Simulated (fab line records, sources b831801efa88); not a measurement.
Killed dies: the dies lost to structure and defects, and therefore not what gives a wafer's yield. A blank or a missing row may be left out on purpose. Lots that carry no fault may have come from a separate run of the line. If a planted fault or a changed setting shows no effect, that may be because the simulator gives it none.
fab line records	flow gf180mcu
record lots=12	wafers=36	lastDay=34
route steps=602 shown POLY_GATE@168 HV_LDD@228 NSD@244 CONTACT@290
lots untouched by any fault: they come from a run of this same line in which no faults occurred
startH: start of the lot's first displayed wafer, in hours after the record's first day	waitH: time in hours since the lot's previous step	" unchanged from the row above	L1.1+2: a single row standing in for several wafers	- no value, or no start given	* or withheld: withheld	< > ~ a bound
route shown NAME@n: names a module that has steps shown in the file, with the first one's number in the route	usual: the fault-free wafers' mean and standard deviation	same: alike in all rows	chamber/n: place in a boat	sites: the reading at each site	_std_site: standard deviation across them	_edge_site: mean of outer sites minus mean of inner sites	radiusMm: how far each site lies from the wafer's centre	mask NAME#n: copy n	behind: the tool/chamber that last shaped the wafer	hold: why the lot was held/for how many hours/how that ended	device: transistor that didn't switch, given as n, p or np	end of line: the same wafers' tests at the end of the route	a step given without rows: its recipe and nothing more	killed: count of dies lost to structure and defects at first sort (not the wafer's yield)	map: shows each die of a wafer: x if killed, . if not, _ if none is there
set.NAME: the run value of the setting; set.NAME@STEP: its run value at that earlier step	model.NAME: the simulator's own value behind a step, which no gauge read
route steps across a sampled set of lots; one table per step, one row per wafer
services: a tool's chamber out of use, with start hour (startH, from the record's first day; less than 0 if before it), hours out, and reason
## steps
# step GF_POLY_GATE_OVL_MEAS_11
# usual POLY_GATE_OVL=-1/5.7
lot.wafer	tool	chamber	startH	waitH	POLY_GATE_OVL[nm]
L384.4	overlay-01	-	197.86	0.1	3
L384.5	"	-	"	"	8
L384.6	"	-	"	"	3
L385.1	overlay-01	-	207.73	0.1	-5
L385.4	"	-	"	"	-6
L385.5	"	-	"	"	0
L387.1	overlay-01	-	221.84	0.1	2
L387.4	"	-	"	"	-2
L387.5	"	-	"	"	-10
L388.2	overlay-02	-	223.50	0.1	-3
L388.3	"	-	"	"	0
L388.6	"	-	"	"	-2
L390.3	overlay-01	-	240.46	0.1	-13
L390.4	"	-	"	"	-11
L390.6	"	-	"	"	-8
L393.1	overlay-02	-	260.75	0.1	1
L393.3	"	-	"	"	7
L393.4	"	-	"	"	2
L396.2	overlay-01	-	285.98	0.1	-11
L396.3	"	-	"	"	-3
L396.6	"	-	"	"	0
L397.1	overlay-01	-	290.28	0.1	0
L397.2	"	-	"	"	-2
L397.6	"	-	"	"	-4
L402.2	overlay-01	-	323.73	0.1	2
L402.4	"	-	"	"	-7
L402.5	"	-	"	"	-6
L405.2	overlay-01	-	345.10	0.1	0
L405.3	"	-	"	"	12
L405.6	"	-	"	"	10
L406.3	overlay-02	-	355.10	0.1	1
L406.5	"	-	"	"	-1
L406.6	"	-	"	"	0
L407.1	overlay-02	-	358.28	0.1	-11
L407.4	"	-	"	"	0
L407.5	"	-	"	"	-3
# step GF_HV_LDD_RTA_52
# recipe tempC=1000	timeS=10	ambient=N2
# usual lampPowerPct=35.40/0.25	wafer_temp_C_max=1004.0/0.77
lot.wafer	tool	chamber	startH	waitH	lampPowerPct	wafer_temp_C_max
L384.4	rtpAnneal-01	0	274.94	0.0	35.54	1003.7
L384.5	"	0	"	"	35.64	1004.5
L384.6	"	0	"	"	35.64	1004.8
L385.1	rtpAnneal-01	0	284.96	0.0	35.61	1005.2
L385.4	"	0	"	"	35.69	1004.1
L385.5	"	0	"	"	35.59	1004.1
L387.1	rtpAnneal-01	0	300.53	0.0	35.61	1003.5
L387.4	"	0	"	"	35.67	1003.1
L387.5	"	0	"	"	35.57	1004.6
L388.2	rtpAnneal-02	0	303.31	0.0	35.10	1004.2
L388.3	"	0	"	"	35.16	1004.5
L388.6	"	0	"	"	35.07	1003.9
L390.3	rtpAnneal-01	0	324.44	0.0	35.65	1003.4
L390.4	"	0	"	"	35.63	1004.7
L390.6	"	0	"	"	35.66	1003.6
L393.1	rtpAnneal-01	0	346.01	0.0	35.69	1004.3
L393.3	"	0	"	"	35.61	1004.5
L393.4	"	0	"	"	35.60	1004.4
L396.2	rtpAnneal-02	0	374.23	0.0	35.12	1004.3
L396.3	"	0	"	"	35.10	1004.0
L396.6	"	0	"	"	35.15	1003.4
L397.1	rtpAnneal-01	0	377.55	0.0	35.58	1004.4
L397.2	"	0	"	"	35.64	1003.3
L397.6	"	0	"	"	35.64	1005.9
L402.2	rtpAnneal-02	0	416.46	0.0	35.14	1004.4
L402.4	"	0	"	"	35.13	1004.0
L402.5	"	0	"	"	35.15	1003.9
L405.2	rtpAnneal-02	0	444.67	0.0	35.16	1004.0
L405.3	"	0	"	"	35.15	1003.4
L405.6	"	0	"	"	35.19	1003.1
L406.3	rtpAnneal-01	0	454.30	0.0	35.62	1004.3
L406.5	"	0	"	"	35.64	1005.1
L406.6	"	0	"	"	35.69	1003.0
L407.1	rtpAnneal-01	0	455.79	0.0	35.69	1003.7
L407.4	"	0	"	"	35.61	1005.4
L407.5	"	0	"	"	35.65	1004.1
# step GF_NSD_IMPLANT_09
# recipe species=As	energyKev=60	doseCm2=4e+15	tiltDeg=7
# usual beamEnergyKeV=59.994/0.018	beamOnS=17.1/2	endStationPressureTorr=1.41e-05/1.5e-06
lot.wafer	tool	chamber	startH	waitH	beamEnergyKeV	beamOnS	endStationPressureTorr
L384.4	implanter-02	0	297.65	0.1	60.002	15.7	1.62e-05
L384.5	"	0	"	"	59.963	15.4	1.6e-05
L384.6	"	0	"	"	60.003	15.6	1.54e-05
L385.1	implanter-02	0	308.18	0.0	60.015	15.6	1.48e-05
L385.4	"	0	"	"	59.994	15.6	1.6e-05
L385.5	"	0	"	"	59.987	15.3	1.71e-05
L387.1	implanter-01	0	323.73	0.0	60.001	18.7	1.26e-05
L387.4	"	0	"	"	59.985	18.3	1.18e-05
L387.5	"	0	"	"	60.016	18.4	1.31e-05
L388.2	implanter-04	0	326.56	0.0	59.985	21.2	1.19e-05
L388.3	"	0	"	"	59.981	20.5	1.09e-05
L388.6	"	0	"	"	59.962	20.5	1.2e-05
L390.3	implanter-02	0	348.78	0.1	60.004	15.5	1.53e-05
L390.4	"	0	"	"	60.006	15.6	1.6e-05
L390.6	"	0	"	"	59.983	15.8	1.51e-05
L393.1	implanter-04	0	370.63	0.0	59.966	21.1	1.14e-05
L393.3	"	0	"	"	59.992	21.1	1.25e-05
L393.4	"	0	"	"	59.975	21.3	1.27e-05
L396.2	implanter-02	0	400.57	0.0	58.972	15.3	1.47e-05
L396.3	"	0	"	"	58.991	15.8	1.49e-05
L396.6	"	0	"	"	58.959	15.7	1.62e-05
L397.1	implanter-02	0	403.52	0.0	58.997	15.2	1.39e-05
L397.2	"	0	"	"	58.987	15.6	1.48e-05
L397.6	"	0	"	"	58.970	16.2	1.56e-05
L402.2	implanter-04	0	443.26	0.0	59.994	20.7	1.16e-05
L402.4	"	0	"	"	59.993	21.4	1.28e-05
L402.5	"	0	"	"	60.006	20.4	1.08e-05
L405.2	implanter-02	0	472.11	0.0	60.007	15.9	1.52e-05
L405.3	"	0	"	"	59.998	15.7	1.58e-05
L405.6	"	0	"	"	59.980	15.7	1.59e-05
L406.3	implanter-02	0	481.20	0.1	59.971	15.7	1.57e-05
L406.5	"	0	"	"	59.971	15.5	1.34e-05
L406.6	"	0	"	"	59.968	15.4	1.58e-05
L407.1	implanter-02	0	482.77	0.0	59.994	15.9	1.61e-05
L407.4	"	0	"	"	60.014	15.6	1.57e-05
L407.5	"	0	"	"	60.011	15.5	1.49e-05
# step GF_NSD_STRIP_11
# recipe chemistry=O2/N2	powerW=1400	pressureMtorr=1500	platenTempC=250	o2FlowSccm=3000	n2FlowSccm=300	overashFraction=0.5
# usual chamberPressureMTorr=1499.8/1.4	drypumpMotorCurrentA=5.66/0.27	heaterPowerW=339/15	oesProductAu=0.487/0.005	stripTimeToEndpointS=22.95/0.042
lot.wafer	tool	chamber	startH	waitH	chamberPressureMTorr	drypumpMotorCurrentA	heaterPowerW	oesProductAu	rfHoursCounterH	stripTimeToEndpointS
L384.4	plasmaAsher-04	1	297.91	0.1	1499.9	5.47	323	0.481	-	22.96
L384.5	"	0	"	"	1498.2	5.37	357	0.492	-	22.94
L384.6	"	1	"	"	1500.0	5.47	317	0.489	-	22.95
L385.1	plasmaAsher-04	1	308.54	0.2	1499.7	5.47	327	0.484	50	22.98
L385.4	"	1	"	"	1499.3	5.47	322	0.480	-	23.00
L385.5	"	0	"	"	1502.4	5.39	361	0.488	-	23.00
L387.1	plasmaAsher-04	0	324.03	0.1	1497.5	5.38	369	0.493	52	22.94
L387.4	"	0	"	"	1500.2	5.37	351	0.488	-	22.96
L387.5	"	0	"	"	1500.1	5.38	362	0.488	-	22.99
L388.2	plasmaAsher-03	0	326.83	0.1	1498.6	5.39	353	0.486	23	22.94
L388.3	"	1	"	"	1500.4	5.72	335	0.491	-	22.93
L388.6	"	0	"	"	1500.2	5.39	357	0.486	-	22.91
L390.3	plasmaAsher-02	1	349.06	0.1	1500.6	5.93	335	0.477	-	22.86
L390.4	"	0	"	"	1498.3	6.08	337	0.486	-	22.89
L390.6	"	1	"	"	1500.5	5.93	334	0.488	-	22.88
L393.1	plasmaAsher-04	1	370.93	0.1	1499.1	5.47	315	0.485	56	22.93
L393.3	"	0	"	"	1500.8	5.39	361	0.491	-	22.99
L393.4	"	1	"	"	1499.5	5.46	320	0.491	-	22.92
L396.2	plasmaAsher-03	1	400.85	0.1	1501.2	5.71	340	0.491	31	22.88
L396.3	"	1	"	"	1500.9	5.70	336	0.491	-	22.84
L396.6	"	1	"	"	1498.2	5.71	331	0.498	-	22.85
L397.1	plasmaAsher-02	1	403.82	0.1	1498.9	5.93	334	0.484	78	22.75
L397.2	"	0	"	"	1498.5	6.06	330	0.488	78	22.78
L397.6	"	0	"	"	1498.9	6.06	343	0.480	-	22.79
L402.2	plasmaAsher-03	0	443.53	0.1	1499.0	5.40	359	0.491	36	22.95
L402.4	"	0	"	"	1502.7	5.40	358	0.497	-	22.94
L402.5	"	1	"	"	1498.1	5.68	343	0.485	-	22.98
L405.2	plasmaAsher-02	1	472.38	0.1	1503.4	5.94	311	0.488	4	22.93
L405.3	"	1	"	"	1499.1	5.93	311	0.486	-	22.88
L405.6	"	1	"	"	1499.2	5.93	314	0.486	-	22.91
L406.3	plasmaAsher-02	0	481.48	0.1	1500.7	6.04	340	0.473	-	22.94
L406.5	"	1	"	"	1500.3	5.93	311	0.485	-	22.91
L406.6	"	0	"	"	1498.3	6.05	336	0.495	-	22.93
L407.1	plasmaAsher-02	0	483.07	0.1	1500.5	6.08	337	0.490	5	23.00
L407.4	"	1	"	"	1501.6	5.94	312	0.489	-	23.02
L407.5	"	1	"	"	1500.8	5.94	312	0.487	-	23.03
# step GF_PSD_RS_MEAS_14
# recipe thkMeasGauge=four-point-probe
# usual NSD_RS=46.14/0.1
lot.wafer	tool	chamber	startH	waitH	NSD_RS[ohm/sq]
L384.4	filmMetro-03	-	318.67	0.1	46.22
L384.5	"	-	"	"	46.19
L384.6	"	-	"	"	46.25
L385.1	filmMetro-02	-	329.62	0.1	46.15
L385.4	"	-	"	"	46.11
L385.5	"	-	"	"	46.07
L387.1	filmMetro-03	-	346.39	0.1	46.20
L387.4	"	-	"	"	46.16
L387.5	"	-	"	"	46.12
L388.2	filmMetro-03	-	348.89	0.1	46.23
L388.3	"	-	"	"	46.19
L388.6	"	-	"	"	46.18
L390.3	filmMetro-02	-	370.25	0.1	46.18
L390.4	"	-	"	"	46.16
L390.6	"	-	"	"	46.28
L393.1	filmMetro-01	-	394.89	0.1	46.21
L393.3	"	-	"	"	46.15
L393.4	"	-	"	"	46.20
L396.2	filmMetro-03	-	425.17	0.1	46.42
L396.3	"	-	"	"	46.54
L396.6	"	-	"	"	46.54
L397.1	filmMetro-03	-	428.31	0.1	46.36
L397.2	"	-	"	"	46.37
L397.6	"	-	"	"	46.45
L402.2	filmMetro-02	-	468.95	0.1	46.04
L402.4	"	-	"	"	46.04
L402.5	"	-	"	"	46.05
L405.2	filmMetro-02	-	497.67	0.1	46.07
L405.3	"	-	"	"	46.04
L405.6	"	-	"	"	46.14
L406.3	filmMetro-01	-	505.44	0.1	45.99
L406.5	"	-	"	"	46.00
L406.6	"	-	"	"	46.04
L407.1	filmMetro-03	-	507.28	0.1	45.95
L407.4	"	-	"	"	46.01
L407.5	"	-	"	"	46.06
# step GF_CONTACT_THK_MEAS_03
# recipe reads=SiO2_of_CONTACT_CVD_02
# usual CONTACT_CVD_02_THK=859/12
lot.wafer	tool	chamber	startH	waitH	CONTACT_CVD_02_THK[nm]
L384.4	filmMetro-02	-	341.06	0.0	867
L384.5	"	-	"	"	854
L384.6	"	-	"	"	878
L385.1	filmMetro-02	-	352.57	0.0	868
L385.4	"	-	"	"	868
L385.5	"	-	"	"	874
L387.1	filmMetro-04	-	369.26	0.0	829
L387.4	"	-	"	"	858
L387.5	"	-	"	"	852
L388.2	filmMetro-02	-	372.01	0.0	857
L388.3	"	-	"	"	841
L388.6	"	-	"	"	862
L390.3	filmMetro-03	-	395.25	0.1	859
L390.4	"	-	"	"	855
L390.6	"	-	"	"	862
L393.1	filmMetro-04	-	420.03	0.0	852
L393.3	"	-	"	"	834
L393.4	"	-	"	"	866
L396.2	filmMetro-03	-	451.29	0.0	852
L396.3	"	-	"	"	835
L396.6	"	-	"	"	857
L397.1	filmMetro-03	-	454.16	0.0	853
L397.2	"	-	"	"	847
L397.6	"	-	"	"	869
L402.2	filmMetro-04	-	494.37	0.0	855
L402.4	"	-	"	"	867
L402.5	"	-	"	"	858
L405.2	filmMetro-03	-	522.37	0.0	854
L405.3	"	-	"	"	852
L405.6	"	-	"	"	875
L406.3	filmMetro-03	-	530.13	0.1	844
L406.5	"	-	"	"	875
L406.6	"	-	"	"	868
L407.1	filmMetro-04	-	531.64	0.0	843
L407.4	"	-	"	"	868
L407.5	"	-	"	"	860
## services
tool	chamber	startH	hours	kind
rtpAnneal-01	-	258.29	2.8	pm
plasmaAsher-04	-	276.84	7.2	repair
plasmaAsher-02	-	297.49	18.7	repair
plasmaAsher-03	-	307.52	3.5	repair
plasmaAsher-04	-	335.77	15.6	pm
implanter-04	-	344.21	3.4	repair
implanter-02	-	354.60	1.8	repair
plasmaAsher-03	-	370.45	4.4	repair
implanter-01	-	373.01	3.5	pm
plasmaAsher-04	-	406.65	0.8	repair
plasmaAsher-03	-	412.59	3.2	repair
implanter-04	-	415.07	1.5	repair
plasmaAsher-02	-	421.25	9.0	pm
plasmaAsher-02	0	421.25	9.0	ventCycle
plasmaAsher-02	1	421.25	9.0	ventCycle
plasmaAsher-03	-	424.29	0.7	repair
plasmaAsher-02	0	430.25	-	clean
plasmaAsher-02	1	430.25	-	clean
implanter-01	-	475.01	11.7	repair
## key
firstSign step=GF_NSD_IMPLANT_09	reading=beamEnergyKeV	direction=down	sigmas=57	usual=59.994	struck=58.980
effect step=GF_NSD_STRIP_11	reading=stripTimeToEndpointS	direction=down	sigmas=3.2	usual=*	struck=*
effect step=GF_PSD_RS_MEAS_14	reading=NSD_RS	direction=up	sigmas=3	usual=46.14	struck=46.45
metAt GF_NSD_IMPLANT_09
struckLots L396,L397
testerLeftOut L396,L397
notActingAt GF_POLY_GATE_OVL_MEAS_11,GF_HV_LDD_RTA_52,GF_CONTACT_THK_MEAS_03
onsetBetween 348.78 400.57
fault kind=processParameterDrift	tool=implanter-02	chamber=-	onsetH=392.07	steps=GF_NSD_IMPLANT_09	channel=energyKev	offset=-1.0051	shape=step	endH=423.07	actsIn=theseRecipesOnly	stated=60
# testerLeftOut: of these lots the tester's yield and bins aren't shown, on N5 and GAA mostly nor the transistor test; their killed dies are dies lost to structure and defects alone, not to doping, threshold or leakage, so they don't give the yield
